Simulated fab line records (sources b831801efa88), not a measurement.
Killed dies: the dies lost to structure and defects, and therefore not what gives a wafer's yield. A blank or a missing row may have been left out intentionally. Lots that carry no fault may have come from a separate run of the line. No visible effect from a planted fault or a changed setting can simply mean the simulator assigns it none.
A lot that was struck, set against a sound lot | flow sky130 | 15 steps out of a route of 708
Sound: these wafers, L660.2, L660.4, L660.5. Wafers L668.1, L668.3, L668.6 were the ones struck. At the end, the cause is stated.
For every step that has rows: the tool of each side, followed by ch and its chambers, followed by its first start. Under that, the readings that differ: sound wafers | struck wafers | difference of the means | sigmas: that difference in standard deviations of wafers without a fault.
alike: words and numbers the same on both sides, and readings whose means are apart by under 2 such deviations; not compared: readings that were withheld, readings missing a value for some wafer, numbers with overlapping values and no deviation given by the record, and bounds like >300 which may hide the same value.
A row with sigmas, a row that says differs or no value, or rows on one side alone: a step with any of these is where the two part. Numbers that don't overlap but have no deviation are shown without sigmas and don't part them. Lack of a reading on every wafer of one side parts them only where that side has two or more wafers.

first, 4 steps without rows for these wafers: SKY_VIA1_SOFTBAKE_08 (time 90 s); SKY_VIA1_EXPOSE_09 (exposes mask VIM, target cd 150 nm); SKY_VIA1_PEB_10; SKY_VIA1_DEVELOP_11 (develop time 60 s).
SKY_VIA1_CD_MEAS_12 targets a cd of 150 nm.
  struck on cdSem-01, day 37 12:35; sound on cdSem-02, day 34 12:07
  alike: cdNm
SKY_VIA1_OVL_MEAS_13:
  struck on overlay-02, day 37 12:43; sound on overlay-02, day 34 12:13
  alike: VIA1_OVL
SKY_VIA1_ETCH_14: etches BARC in N2/H2, stops on SiO2, time 45.9 s, target depth 60 nm.
  sound on rieDiel-02 ch 0,1,2, day 34 12:15; struck on rieDiel-02 ch 0,1,3, day 37 12:44
  alike: drypumpMotorCurrentA, h2FlowSccm, n2FlowSccm, oesProductAu, throttleValvePct
  not compared: rfHoursCounterH
SKY_VIA1_ETCH_15: etches SiO2 in C4F8/O2/Ar, stops on TiN, target depth 351 nm, time 54 s.
  sound on rieDiel-02 ch 0,1,2, day 34 12:18; struck on rieDiel-02 ch 0,1,3, day 37 12:47
  alike: oesProductAu
  not compared: rfHoursCounterH
SKY_VIA1_STRIP_16: strips in O2/N2.
  sound on plasmaAsher-03 ch 1, day 34 12:20; struck on plasmaAsher-03 ch 0, day 37 12:50
reading                  | sound          | struck         | difference | sigmas
drypumpMotorCurrentA (A) | 5.52 5.51 5.53 | 4.78 4.78 4.79 | -0.74      | -3
  alike: n2FlowSccm, oesProductAu, stripTimeToEndpointS
  not compared: rfHoursCounterH
then, 3 steps without rows for these wafers: SKY_VIA1_STRIP_17 (strips in post etch residue remover, time 1200 s); SKY_VIA1_CLEAN_18 (cleans in IPA, time 180 s); SKY_VIA1_CLEAN_19 (cleans in O3/DIW).
SKY_VIA1_SPUTTER_20: material TiN, target thk 20 nm, time 80 s.
  struck on pvdSputter-02, day 37 13:25; sound on pvdSputter-02, day 34 12:58
reading                                 | sound                | struck               | difference | sigmas
cathodeDcPowerW (W)                     | 4000.1 4000.1 3999.3 | 3837.0 3838.8 3836.7 | -162.3     | -99 or more
model.TiN_of_VIA1_SPUTTER_20.thkNm (nm) | 20.02 20.07 20.04    | 18.68 18.91 19.07    | -1.16      | 
  alike: throttleValvePct
SKY_VIA1_CVD_21: deposits W, target thk 270 nm, time 80.902 s.
  sound on cvdW-02 ch 0,1, day 34 13:02; struck on cvdW-02 ch 0,1, day 37 13:29
  alike: chamberPressureTorr, heaterPowerOuterW, heaterPowerW
after that, 1 step had no rows for these wafers: SKY_PAD_OPEN_PROBE_99.

## WHERE THEY PART
Earliest at SKY_VIA1_STRIP_16; latest, in this record, at SKY_VIA1_SPUTTER_20. Later steps at which nothing parts them and some readings are alike: SKY_VIA1_CVD_21.

WHY: the cause the simulator had injected
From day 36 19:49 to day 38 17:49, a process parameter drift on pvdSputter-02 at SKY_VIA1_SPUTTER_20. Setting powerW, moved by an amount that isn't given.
